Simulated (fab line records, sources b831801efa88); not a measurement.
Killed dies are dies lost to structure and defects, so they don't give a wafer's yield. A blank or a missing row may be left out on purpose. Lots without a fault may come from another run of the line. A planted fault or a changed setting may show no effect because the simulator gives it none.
Which tool did it? | flow sky130 | 13 lots, 39 wafers sampled, at 5 steps of a route of 708

WHAT THE GAUGES READ, wafer by wafer
SKY_VT_ADJUST_PCH_TW_MEAS_10.
lot  | measured     | on            | VT_ADJUST_PCH_TW
L834 | day 10 02:05 | film_metro-01 | 142.3 140.9 142.4
L840 | day 11 23:41 | film_metro-01 | 141.5 141.9 141.6
L841 | day 12 05:12 | film_metro-04 | 145.2 145.8 145.0
L842 | day 12 15:55 | film_metro-02 | 143.2 143.2 142.2
L849 | day 15 01:29 | film_metro-04 | 144.6 144.9 145.1
L850 | day 15 05:25 | film_metro-01 | 141.0 141.8 141.4
L851 | day 15 15:01 | film_metro-02 | 143.2 142.7 142.9
L852 | day 15 19:43 | film_metro-02 | 143.1 142.6 143.1
L853 | day 16 07:05 | film_metro-01 | 142.4 143.6 143.4
L854 | day 16 19:10 | film_metro-04 | 145.7 145.5 145.5
L855 | day 17 03:43 | film_metro-01 | 141.9 141.7 142.3
L856 | day 17 03:46 | film_metro-04 | 144.7 144.5 144.9
L857 | day 17 15:33 | film_metro-04 | 145.1 144.6 145.0

SKY_SONOS_TUNNEL_CD_MEAS_07: target cd 410 nm.
lot  | measured     | on        | cd_nm (nm)
L834 | day 10 23:51 | cd_sem-02 | 405.8 406.8 407.7
L840 | day 13 00:20 | cd_sem-02 | 409.3 410.7 409.8
L841 | day 13 05:08 | cd_sem-01 | 412.4 413.4 412.3
L842 | day 13 15:58 | cd_sem-01 | 410.3 408.9 407.4
L849 | day 16 04:06 | cd_sem-01 | - - -
L850 | day 16 08:50 | cd_sem-02 | - - -
L851 | day 16 18:44 | cd_sem-01 | - - -
L852 | day 16 23:35 | cd_sem-01 | 413.9 412.4 411.4
L853 | day 17 11:47 | cd_sem-01 | 410.3 410.5 411.9
L854 | day 18 00:11 | cd_sem-02 | 414.1 413.7 411.7
L855 | day 18 08:43 | cd_sem-01 | 408.7 411.0 413.2
L856 | day 18 09:01 | cd_sem-01 | 411.0 410.0 410.6
L857 | day 18 21:03 | cd_sem-02 | 412.6 412.7 412.8

SKY_SONOS_ONO_THK_MEAS_01.
lot  | measured     | on            | SONOS_ONO_OXIDATION_THK (nm)
L834 | day 11 02:23 | film_metro-01 | 2.63 2.63 2.51
L840 | day 13 02:19 | film_metro-01 | 2.50 2.58 2.52
L841 | day 13 07:49 | film_metro-03 | 2.60 2.60 2.60
L842 | day 13 19:14 | film_metro-03 | 2.66 2.63 2.70
L852 | day 17 03:43 | film_metro-02 | 2.65 2.54 2.59
L853 | day 17 14:04 | film_metro-03 | 2.62 2.66 2.66
L854 | day 18 03:07 | film_metro-03 | 2.61 2.67 2.66
L855 | day 18 10:46 | film_metro-02 | 2.70 2.56 2.62
L856 | day 18 12:04 | film_metro-01 | 2.64 2.67 2.66
L857 | day 18 23:02 | film_metro-01 | 2.61 2.61 2.62

WHICH TOOL RAN EACH LOT (tool, then ch and the chambers of the sampled wafers, then the start)
lot  | SKY_VT_ADJUST_PCH_STRIP_09           | SKY_SONOS_TUNNEL_COAT_02
L834 | plasma_asher-04 ch 0,1, day 10 02:00 | litho_track-02 ch 0, day 10 12:49
L840 | plasma_asher-03 ch 0, day 11 23:34   | litho_track-02 ch 0, day 12 11:50
L841 | plasma_asher-03 ch 0,1, day 12 05:06 | litho_track-04 ch 0, day 12 16:55
L842 | plasma_asher-03 ch 0,1, day 12 15:49 | litho_track-03 ch 0, day 13 03:56
L849 | plasma_asher-04 ch 0,1, day 15 01:22 | litho_track-03, day 15 14:07
L850 | plasma_asher-04 ch 0,1, day 15 05:19 | litho_track-02, day 15 17:58
L851 | plasma_asher-03 ch 0, day 15 14:55   | litho_track-04, day 16 04:46
L852 | plasma_asher-04 ch 1, day 15 19:37   | litho_track-03 ch 0, day 16 09:49
L853 | plasma_asher-04 ch 0,1, day 16 06:58 | litho_track-04 ch 0, day 16 20:32
L854 | plasma_asher-03 ch 0,1, day 16 19:03 | litho_track-03 ch 0, day 17 09:43
L855 | plasma_asher-04 ch 0,1, day 17 03:37 | litho_track-02 ch 0, day 17 18:10
L856 | plasma_asher-03 ch 0,1, day 17 03:40 | litho_track-03 ch 0, day 17 18:11
L857 | plasma_asher-04 ch 0,1, day 17 15:26 | litho_track-02 ch 0, day 18 05:23
- SKY_VT_ADJUST_PCH_STRIP_09: strips in O2/N2.
- SKY_SONOS_TUNNEL_COAT_02: resist thk 1140 nm.

WHAT THE TOOLS THEMSELVES READ (means of the sampled wafers that have a number; where no wafer has one, the mark that the record gives instead)
SKY_VT_ADJUST_PCH_STRIP_09.
lot  | tool            | drypump_motor_current_A (A) | oes_product_au (a.u.) | strip_time_to_endpoint_s (s)
L834 | plasma_asher-04 | 5.2                         | 0.722                 | 36.77
L840 | plasma_asher-03 | 6.0                         | 0.718                 | 36.89
L841 | plasma_asher-03 | 5.9                         | 0.722                 | 36.92
L842 | plasma_asher-03 | 5.9                         | 0.725                 | 36.93
L849 | plasma_asher-04 | 5.2                         | 0.723                 | 36.89
L850 | plasma_asher-04 | 5.4                         | 0.720                 | 36.93
L851 | plasma_asher-03 | 6.0                         | 0.722                 | 36.86
L852 | plasma_asher-04 | 5.6                         | 0.718                 | 37.09
L853 | plasma_asher-04 | 5.4                         | 0.718                 | 36.87
L854 | plasma_asher-03 | 6.0                         | 0.724                 | 36.84
L855 | plasma_asher-04 | 5.2                         | 0.721                 | 36.90
L856 | plasma_asher-03 | 6.0                         | 0.720                 | 36.90
L857 | plasma_asher-04 | 5.2                         | 0.723                 | 37.04

SKY_SONOS_TUNNEL_COAT_02.
lot  | tool           | chill_plate_temp_C (C) | dispense_pressure_kPa (kPa)
L834 | litho_track-02 | 23.01                  | 46.3
L840 | litho_track-02 | 23.06                  | 46.3
L841 | litho_track-04 | 23.01                  | 49.5
L842 | litho_track-03 | 22.93                  | 47.0
L849 | litho_track-03 | -                      | -
L850 | litho_track-02 | -                      | -
L851 | litho_track-04 | -                      | -
L852 | litho_track-03 | 23.04                  | 47.2
L853 | litho_track-04 | 22.98                  | 49.6
L854 | litho_track-03 | 23.04                  | 47.1
L855 | litho_track-02 | 23.02                  | 46.4
L856 | litho_track-03 | 23.01                  | 47.2
L857 | litho_track-02 | 22.95                  | 46.4

THE ANSWER, worked out from the rows above alone
Rule: what is usual is taken from the lots themselves. Put in order of their means at a reading, lots are off if they are a third of the lots or fewer, leave a main group of 4 or more, and stand apart from it by a gap of 3 or more times the standard deviation of the main group's means; of several such gaps the widest counts. A main group whose means are all the same, to the digits that the tables above print for the reading, isn't used. A lot without any number at a reading at which 4 lots or more have one is off too. The other lots that the step has rows for count as sound. The gauges are gone through in route order, then the tools' own readings, and for those a lot's mean is taken as printed above. The first step at which some lot is off is used, and at that step the reading that is off furthest; a lot without a number counts as furthest.
Off: L849, L850, L851, at SKY_SONOS_TUNNEL_CD_MEAS_07 (cd_nm). Without a number there: L849, L850, L851. The main group: mean 410.9 nm, standard deviation 1.9.
A tool fits if, at a process step before that reading, it ran every lot that is off, and no sound lot after the first of them. The gauges at SKY_SONOS_TUNNEL_CD_MEAS_07 aren't tried: what is off there is off at SKY_SONOS_TUNNEL_COAT_02 too, on other tools, and a gauge's error can't cause that. None of those tried fits.

WHAT THE SIMULATOR HAD PUT IN
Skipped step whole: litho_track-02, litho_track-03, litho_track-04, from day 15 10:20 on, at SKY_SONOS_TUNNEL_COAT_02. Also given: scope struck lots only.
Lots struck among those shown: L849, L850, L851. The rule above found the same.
